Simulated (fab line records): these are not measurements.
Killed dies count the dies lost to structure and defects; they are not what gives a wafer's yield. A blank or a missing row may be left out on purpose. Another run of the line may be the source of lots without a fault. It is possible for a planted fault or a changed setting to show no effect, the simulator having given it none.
Which tool was responsible?    flow gf180mcu    14 lots, 42 wafers sampled, at 3 steps of a route of 602

== WHAT THE GAUGES READ, wafer by wafer ==
GF_DNWELL_TW_MEAS_09. Usual: DNWELL_TW typically reads 1341, with standard deviation 13.
lot   measured     on            DNWELL_TW       flag
L913  day 3 00:14  filmMetro-04  1362 1361 1364  
L914  day 3 04:10  filmMetro-04  1363 1358 1362  
L917  day 4 07:02  filmMetro-04  1356 1362 1361  
L918  day 4 10:08  filmMetro-02  1322 1327 1330  
L919  day 4 10:28  filmMetro-02  1330 1328 1334  
L920  day 4 14:34  filmMetro-02  1340 1336 1335  
L921  day 4 22:49  filmMetro-02  1334 1324 1322  
L923  day 5 07:29  filmMetro-04  1364 1363 1352  
L929  day 6 14:55  filmMetro-03  1342 1349 1336  
L931  day 6 23:10  filmMetro-03  1351 1342 1347  
L932  day 7 05:28  filmMetro-03  1334 1340 1341  
L933  day 7 11:04  filmMetro-02  1344 1347 1338  
L934  day 7 15:28  filmMetro-03  1342 1338 1341  
L935  day 7 19:56  filmMetro-03  1348 1332 1341  

GF_VT_IMPLANT_OVL_MEAS_07. Usual: VT_IMPLANT_OVL typically reads -0.6 nm, with standard deviation 1.4.
lot   measured      on          VT_IMPLANT_OVL (nm)  flag
L913  day 5 19:55   overlay-01  0.1 -1.0 -0.4        
L914  day 6 01:43   overlay-01  -0.3 -0.3 -0.1       
L917  day 7 10:40   overlay-01  -1.9 -0.5 -0.1       
L918  day 7 13:08   overlay-02  -0.7 -0.2 -0.6       
L919  day 7 14:05   overlay-02  -2.7 -1.8 -0.6       
L920  day 7 18:55   overlay-01  1.1 1.4 0.2          
L921  day 8 03:44   overlay-02  -1.4 -3.3 -2.5       
L923  day 8 12:01   overlay-01  -1.7 -1.2 -1.0       
L929  day 9 23:01   overlay-02  -1.0 -1.5 -2.1       
L931  day 10 10:46  overlay-02  -1.8 -1.4 -1.1       
L932  day 10 16:13  overlay-02  -0.5 -2.9 -1.5       
L933  day 10 20:52  overlay-02  -0.3 -1.1 0.8        
L934  day 11 04:01  overlay-01  0.5 -0.8 -2.6        
L935  day 11 07:49  overlay-02  -2.2 -0.1 -0.7       

GF_VT_IMPLANT_TW_MEAS_10. Usual: VT_IMPLANT_TW typically reads 559, with standard deviation 4.3.
lot   measured      on            VT_IMPLANT_TW  flag
L913  day 5 20:13   filmMetro-03  561 560 560    
L914  day 6 01:59   filmMetro-02  548 551 550    
L917  day 7 10:56   filmMetro-02  554 557 555    
L918  day 7 13:26   filmMetro-02  553 552 556    
L919  day 7 14:22   filmMetro-02  554 554 555    
L920  day 7 19:11   filmMetro-03  559 562 561    
L921  day 8 04:01   filmMetro-01  560 561 564    
L923  day 8 12:19   filmMetro-01  562 564 566    
L929  day 9 23:17   filmMetro-02  553 553 555    
L931  day 10 11:04  filmMetro-01  561 561 560    
L932  day 10 16:29  filmMetro-02  557 554 556    
L933  day 10 21:10  filmMetro-02  552 553 554    
L934  day 11 04:17  filmMetro-02  554 553 554    
L935  day 11 08:07  filmMetro-01  562 559 561    

== EACH LOT AND THE TOOL THAT RAN IT (in order: tool; ch and the chambers of the sampled wafers; start) ==
The record holds no process step before these readings.

== AS READ BY THE TOOLS THEMSELVES (means over the sampled wafers that have a number; for cases with no such wafer, the mark the record gives instead) ==
The record holds no such reading with a usual standard deviation.

== THE ANSWER, worked out from the rows above alone ==
Rule: lot off if the mean of its wafers having a number is beyond 3 standard deviations from the usual mean. A lot without any number at a reading at which 4 lots or more have one is off too. Where the step has rows for the other lots, those lots are counted as sound. After the gauges, taken in route order, come the tools' own readings; for these a lot's mean is taken, as printed above. At the first step where some lot is off, the reading lying furthest off is the one used; lots without a number count as furthest.
None of the lots is off at any reading shown; this tells nothing.

== WHAT HAD BEEN PUT IN BY THE SIMULATOR ==
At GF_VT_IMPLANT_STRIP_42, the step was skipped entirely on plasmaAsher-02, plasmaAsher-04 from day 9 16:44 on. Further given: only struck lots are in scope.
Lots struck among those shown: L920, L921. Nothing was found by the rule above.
